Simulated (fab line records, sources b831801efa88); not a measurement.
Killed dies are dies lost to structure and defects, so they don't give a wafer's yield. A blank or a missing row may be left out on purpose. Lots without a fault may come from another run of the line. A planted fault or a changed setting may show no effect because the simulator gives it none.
Tool commonality check | flow gf180mcu | 13 lots, 39 wafers sampled

WHY IT WAS OPENED
At GF_DNWELL_TW_MEAS_09 the reading DNWELL_TW is flagged on 2 of 13 lots. Wafers without a fault read 1353, standard deviation 7.9.
Rule: a lot is flagged when every wafer of it that has a number lies more than 4 standard deviations from that mean, or none has a number. The other lots count as sound.

lot  | measured    | on            | DNWELL_TW, wafer by wafer | flag
L163 | day 2 19:26 | film_metro-03 | 1355 1360 1360            |
L164 | day 3 02:15 | film_metro-04 | 1355 1357 1360            |
L166 | day 3 10:29 | film_metro-03 | 1350 1349 1348            |
L168 | day 3 20:42 | film_metro-03 | 1347 1348 1342            |
L171 | day 4 14:14 | film_metro-01 | 1332 1332 1340            |
L172 | day 4 17:19 | film_metro-03 | 1346 1346 1349            |
L173 | day 4 23:59 | film_metro-04 | 1349 1357 1353            |
L174 | day 5 08:12 | film_metro-01 | 1347 1355 1345            |
L177 | day 5 20:55 | film_metro-04 | 1345 1344 1349            |
L179 | day 6 09:09 | film_metro-01 | 1365 1357 1357            |
L182 | day 6 23:11 | film_metro-01 | 1363 1360 1358            |
L183 | day 7 06:15 | film_metro-04 | 1528 1526 1526            | FLAGGED
L186 | day 7 19:58 | film_metro-04 | 1527 1527 1531            | FLAGGED
The numbers of the flagged lots are 1528 on average: +174 against the usual, or +22 standard deviations.

WHICH TOOL RAN EACH LOT
The record holds 1 process step before the reading, out of a route of 602 steps. In each cell: the tool, then ch and the chambers that the sampled wafers went through, then the start.
lot  | flag    | GF_DNWELL_IMPLANT_07
L163 |         | implanter-02 ch 0, day 2 19:11
L164 |         | implanter-02 ch 0, day 3 02:01
L166 |         | implanter-02 ch 0, day 3 10:14
L168 |         | implanter-01 ch 0, day 3 20:29
L171 |         | implanter-02 ch 0, day 4 14:01
L172 |         | implanter-02 ch 0, day 4 17:05
L173 |         | implanter-01 ch 0, day 4 23:46
L174 |         | implanter-02 ch 0, day 5 07:58
L177 |         | implanter-01 ch 0, day 5 20:40
L179 |         | implanter-02 ch 0, day 6 08:55
L182 |         | implanter-02 ch 0, day 6 22:56
L183 | FLAGGED | implanter-01 ch 0, day 7 06:01
L186 | FLAGGED | implanter-01 ch 0, day 7 19:46
What these steps do:
- GF_DNWELL_IMPLANT_07
- GF_DNWELL_TW_MEAS_09

FLAGGED OVER TOTAL, TOOL BY TOOL (the gauges that took the reading come last)
step                 | tool          | lots run | flagged | share of the flagged lots | sound lots run after its first flagged lot
GF_DNWELL_IMPLANT_07 | implanter-01  | 5        | 2       | all                       | 0
GF_DNWELL_IMPLANT_07 | implanter-02  | 8        | 0       | none                      | -
GF_DNWELL_TW_MEAS_09 | film_metro-01 | 4        | 0       | none                      | -
GF_DNWELL_TW_MEAS_09 | film_metro-03 | 4        | 0       | none                      | -
GF_DNWELL_TW_MEAS_09 | film_metro-04 | 5        | 2       | all                       | 0

WHAT THE TABLE ALLOWS
2 rows of the table ran every flagged lot: implanter-01 at GF_DNWELL_IMPLANT_07, film_metro-04 at GF_DNWELL_TW_MEAS_09.
- implanter-01 at GF_DNWELL_IMPLANT_07: 2 of its 5 lots flagged. Its last sound lot is L177 (day 5 20:40), its first flagged lot L183 (day 7 06:01): a fault that began between those two fits. Its own readings lie more than 4 standard deviations out on every wafer of the flagged lots: tilt_deg.
- film_metro-04 at GF_DNWELL_TW_MEAS_09: 2 of its 5 lots flagged. Its last sound lot is L177 (day 5 20:55), its first flagged lot L183 (day 7 06:15): a fault that began between those two fits.
Counting lots can't tell these 2 tools apart, because each fits a fault that began at some hour. More lots, or a look at what each step does to the wafer, might.

WHAT THE SIMULATOR HAD PUT IN
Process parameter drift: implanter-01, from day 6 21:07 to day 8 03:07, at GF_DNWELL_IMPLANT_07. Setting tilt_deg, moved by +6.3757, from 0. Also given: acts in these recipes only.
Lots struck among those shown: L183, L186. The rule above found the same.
